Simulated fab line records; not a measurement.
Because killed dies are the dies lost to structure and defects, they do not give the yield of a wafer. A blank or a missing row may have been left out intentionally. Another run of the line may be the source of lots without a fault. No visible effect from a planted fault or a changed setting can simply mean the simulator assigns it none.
Struck lot and sound lot, side by side || flow sky130 || 43 out of 708 route steps
Sound: the wafers L705.2, L705.4, L705.5. Struck: wafer L716.2 (left out: L716.5, L716.6 of the same lot, which were not struck); the cause appears at the end.
Per side, at each step with rows, come the tool, then ch with its chambers, and then its first start. Under that, the readings that differ: sound wafers || struck wafers || difference of the means || sigmas: that difference in standard deviations of wafers without a fault.
alike: words and numbers the same on both sides, and readings whose means are apart by under 2 such deviations; not compared: readings that were withheld, readings missing a value for some wafer, numbers with overlapping values and no deviation given by the record, and bounds like >300 which may hide the same value.
Wherever a step has rows on one side only, a row that says differs or no value, or a row with sigmas, the two part there. Non-overlapping numbers with no deviation appear without sigmas and do not part them. Lack of a reading on every wafer of one side parts them only where that side has two or more wafers.

first, 2 steps without rows for these wafers: SKY_LDD_LDN_PEB_05; SKY_LDD_LDN_DEVELOP_06 (develop time 60 s).
SKY_LDD_LDN_OVL_MEAS_07:
  sound on overlay-02 at day 23 14:05; struck on overlay-02 at day 28 01:47
  alike: LDD_LDN_OVL
then, 4 steps without rows for these wafers: SKY_LDD_LDN_IMPLANT_08; SKY_LDD_LDN_IMPLANT_09; SKY_LDD_LDN_IMPLANT_10; SKY_LDD_LDN_IMPLANT_11.
SKY_LDD_LDN_STRIP_12: strips in O2/N2.
  sound on plasma asher-04 ch 1, day 23 14:43; struck on plasma asher-03 ch 1, day 28 02:25
{"reading": "drypump motor current A (A)", "sound": "5.26 5.31 5.35", "struck": 5.88, "difference": "+0.57", "sigmas": "+3"}
  alike: oes product au, strip time to endpoint s
  not compared: rf hours counter h
SKY_LDD_LDN_TW_MEAS_13:
  sound on film metro-01 at day 23 14:50; struck on film metro-01 at day 28 02:32
  alike: LDD_LDN_TW
then, 2 steps without rows for these wafers: SKY_LDD_LDN_CLEAN_14 (cleans in SC1/SC2, time 150 s); SKY_SPACER_CVD_00 (deposits Si3N4 from DCS/NH3, target thk 43.1 nm, time 740 s).
SKY_SPACER_THK_MEAS_01:
  sound on film metro-02 at day 23 16:09; struck on film metro-02 at day 28 03:51
  alike: SPACER_CVD_00_THK
SKY_SPACER_ETCHBACK_02: etches Si3N4 in CH3F/O2, stops on SiO2, time 46.7 s, target depth 45 nm.
  sound on rie diel-01 ch 0,1,3, day 23 16:12; struck on rie diel-03 ch 2, day 28 03:54
  alike: drypump motor current A, oes product au, throttle valve pct
  not compared: rf hours counter h
then, 8 steps without rows for these wafers: SKY_POLY_CUT_DEHYDRATE_00 (time 60 s); SKY_POLY_CUT_HMDS_01 (prime time 60 s); SKY_POLY_CUT_COAT_02 (resist thk 60 nm); SKY_POLY_CUT_COAT_03 (resist thk 450 nm); SKY_POLY_CUT_SOFTBAKE_04 (time 90 s); SKY_POLY_CUT_EXPOSE_05 (exposes mask NPCM, target cd 270 nm); SKY_POLY_CUT_PEB_06; SKY_POLY_CUT_DEVELOP_07 (develop time 60 s).
SKY_POLY_CUT_CD_MEAS_08: the cd target is 270 nm.
  sound on cd sem-02 at day 24 21:50; struck on cd sem-01 at day 29 08:12
  alike: cd nm
SKY_POLY_CUT_OVL_MEAS_09:
  sound on overlay-01 at day 24 21:57; struck on overlay-01 at day 29 08:19
  alike: POLY_CUT_OVL
SKY_POLY_CUT_ETCH_10: etches BARC in N2/H2, stops on SiO2, time 45.9 s, target depth 60 nm.
  sound on rie diel-04 ch 2,3, day 24 21:59; struck on rie diel-02 ch 2, day 29 08:20
  alike: drypump motor current A, oes product au, throttle valve pct
  not compared: rf hours counter h
SKY_POLY_CUT_ETCH_11: etches Si3N4 in CF4/CH2F2/Ar, stops on poly-Si, time 42.5 s, target depth 60 nm.
  sound on rie diel-04 ch 2,3, day 24 22:01; struck on rie diel-02 ch 2, day 29 08:23
  alike: drypump motor current A, oes product au, throttle valve pct
  not compared: rf hours counter h
SKY_POLY_CUT_STRIP_12: strips in O2/N2.
  sound on plasma asher-01 ch 0,1, day 24 22:04; struck on plasma asher-03 ch 1, day 29 08:25
{"reading": "oes product au (a.u.)", "sound": "0.454 0.453 0.455", "struck": 0.439, "difference": -0.015, "sigmas": -3}
  alike: drypump motor current A, strip time to endpoint s
  not compared: rf hours counter h
then, 7 steps without rows for these wafers: SKY_SD_P_DEHYDRATE_00 (time 60 s); SKY_SD_P_HMDS_01 (prime time 60 s); SKY_SD_P_COAT_02 (resist thk 1140 nm); SKY_SD_P_SOFTBAKE_03 (time 60 s); SKY_SD_P_EXPOSE_04 (exposes mask PSDM, target cd 380 nm); SKY_SD_P_PEB_05; SKY_SD_P_DEVELOP_06 (develop time 60 s).
SKY_SD_P_CD_MEAS_07: the cd target is 380 nm.
  sound on cd sem-02 at day 26 03:00; struck on cd sem-01 at day 30 11:29
  alike: cd nm
SKY_SD_P_OVL_MEAS_08:
  sound on overlay-02 at day 26 03:06; struck on overlay-01 at day 30 11:36
  alike: SD_P_OVL
following that, these wafers have no rows for 1 step: SKY_SD_P_IMPLANT_09.
SKY_SD_P_STRIP_10: strips in O2/N2.
  sound on plasma asher-01 ch 0,1, day 26 03:17; struck on plasma asher-03 ch 1, day 30 11:47
  alike: drypump motor current A, oes product au, strip time to endpoint s
  not compared: rf hours counter h
SKY_SD_P_TW_MEAS_11:
  sound on film metro-02 at day 26 03:23; struck on film metro-03 at day 30 11:53
  alike: SD_P_TW
then, 4 steps without rows for these wafers: SKY_RES_XHIGH_DEHYDRATE_00 (time 60 s); SKY_RES_XHIGH_HMDS_01 (prime time 60 s); SKY_RES_XHIGH_COAT_02 (resist thk 1140 nm); SKY_RES_XHIGH_SOFTBAKE_03 (time 60 s).
-- record jumps: 19 days separate the struck wafers' starts on either side; left off in module RES_XHIGH, taken up again in module PAD_OPEN, whose first shown step is the route's number 708 --
SKY_PAD_OPEN_PROBE_99:
  sound on prober-02 at day 46 08:06; struck on prober-02 at day 49 15:07
{"reading": "hold", "sound": "- - -", "struck": "await dispo/1.2h/release", "difference": "no value on the sound wafers", "sigmas": ""}
{"reading": "killed at front end", "sound": "15 18 16", "struck": 73, "difference": "+57", "sigmas": "+13"}
{"reading": "killed dies", "sound": "70 69 90", "struck": 136, "difference": "+60", "sigmas": "+6"}
  alike: killed_at_M0_to_M3, killed_at_M4_up, killed at contacts, killed at other, killed on rim, killed open, killed short

## WHERE THEY PART
At SKY_LDD_LDN_STRIP_12 first; at SKY_PAD_OPEN_PROBE_99 last (within this record only).

WHY: what had been put in by the simulator
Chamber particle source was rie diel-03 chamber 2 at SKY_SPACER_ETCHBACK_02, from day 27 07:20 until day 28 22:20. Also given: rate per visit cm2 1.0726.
